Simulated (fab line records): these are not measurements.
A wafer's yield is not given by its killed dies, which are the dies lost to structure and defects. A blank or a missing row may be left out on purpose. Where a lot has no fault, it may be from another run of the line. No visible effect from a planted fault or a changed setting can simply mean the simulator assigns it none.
Problem report in the 8D (eight disciplines) form, filled by code || flow sky130 || the parts of the form that need people (team, actions taken, sign-off) are left out

== 1. PROBLEM STATEMENT ==
Wafers without a fault read 409.7 nm, standard deviation 2.2; cd nm at SKY_SONOS_ONO_CD_MEAS_13 reads a mean of 279.8 nm on 2 wafers belonging to 2 lots. Relative to the usual mean, that is a shift of -59 standard deviations.
The step: target cd 410 nm.
Earliest sighting: wafer L497.4 on cd sem-02 at day 13 11:04. At this step, 37 wafers from 13 lots have a number in the record. Rule for "out" (also "out of limits"): further than 4 standard deviations from the usual mean. Any other wafer with a number is counted as sound.

== 2. WHAT IT IS; WHAT IT IS NOT ==
{"question": "which readings at this step", "is": "cd nm", "is not": "-"}
{"question": "which lots", "is": "L497, L498", "is not": "L494, L495, L506, L508, L509, L510, L512, L513, L514, L515, L517"}
{"question": "which wafers of those lots", "is": "L497.4, L498.5", "is not": "L497.3, L498.2"}
{"question": "read on which gauges", "is": "cd sem-02", "is not": "cd sem-01"}
{"question": "when", "is": "from day 13 11:04", "is not": "up to then (7 sound wafers); but 28 sound wafers of L498, L506, L508, L509, L510, L512, L513, L514, L515, L517 came after"}

== 3. THE SUSPECTS, EACH WITH WHAT RULES IT OUT ==
Counting: if a tool at a process step up to the reading ran every lot that is out, it stays a suspect. Sound lots after the first of them don't rule it out here, since some wafers of a struck lot are sound.
- the gauge at SKY_SONOS_ONO_CD_MEAS_13: ruled out. All the wafers that are out were read on cd sem-02, but those of them that SKY_PAD_OPEN_PROBE_99 has rows for are out there too, on other tools.
- plasma asher-04 at SKY_VT_ADJUST_NCORE_STRIP_10 (strips in O2/N2): kept. It ran every lot that is out, first L497 (day 9 08:30); its last sound lot up to then is L495 (day 8 20:07).
- iline stepper-02 at SKY_SONOS_ONO_EXPOSE_10 (exposes mask ONOM, target cd 410 nm): kept. It ran every lot that is out, first L497 (day 12 22:15); its last sound lot up to then is L494 (day 12 07:10).
What counting leaves: plasma asher-04 at SKY_VT_ADJUST_NCORE_STRIP_10 and iline stepper-02 at SKY_SONOS_ONO_EXPOSE_10.

== 4. THE CAUSE (what the simulator had put in) ==
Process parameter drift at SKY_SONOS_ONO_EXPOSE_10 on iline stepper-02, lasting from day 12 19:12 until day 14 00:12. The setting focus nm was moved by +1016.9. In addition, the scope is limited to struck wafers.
After counting, 2 suspects remain, this tool included.

== 5. THE CHAIN OF EFFECTS, in route order ==
Each row: a reading whose mean over the struck wafers that have a number lies more than 3 standard deviations from the usual. Only readings whose record carries a usual standard deviation are examined. hours: median over the lots of the time between each lot's start at the first step of this table that gives one and its start at this step. sigmas: the change, counted in usual standard deviations.
{"hours": 0, "step": "SKY_SONOS_ONO_CD_MEAS_13", "reading": "cd nm", "usual": "409.7 nm", "on struck wafers": 279.8, "change": -129.9, "sigmas": -59}
{"hours": 791, "step": "SKY_PAD_OPEN_PROBE_99", "reading": "killed at front end", "usual": 15, "on struck wafers": 420, "change": "+405", "sigmas": "+99 or more"}
{"hours": 791, "step": "SKY_PAD_OPEN_PROBE_99", "reading": "killed dies", "usual": 84, "on struck wafers": 492, "change": "+408", "sigmas": "+48"}
{"hours": 791, "step": "SKY_PAD_OPEN_PROBE_99", "reading": "killed on rim", "usual": 16, "on struck wafers": 96, "change": "+80", "sigmas": "+21"}
Its process steps:
- SKY_PAD_OPEN_PROBE_99

== 6. WHAT WOULD HAVE CAUGHT IT SOONER ==
The first out-of-limits reading at a measuring or inspecting step in this record came at day 13 11:04, 16 hours after the fault's start at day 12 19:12.
No tool reading at SKY_SONOS_ONO_EXPOSE_10 that has a usual standard deviation in the record was out on any struck wafer, so an alarm limit of 4 standard deviations on those readings would not have fired.
Among the 2 lots that are out, L498 began SKY_SONOS_ONO_EXPOSE_10 on iline stepper-02 after day 13 11:04. Had the tool been put on hold then, it would have been spared.
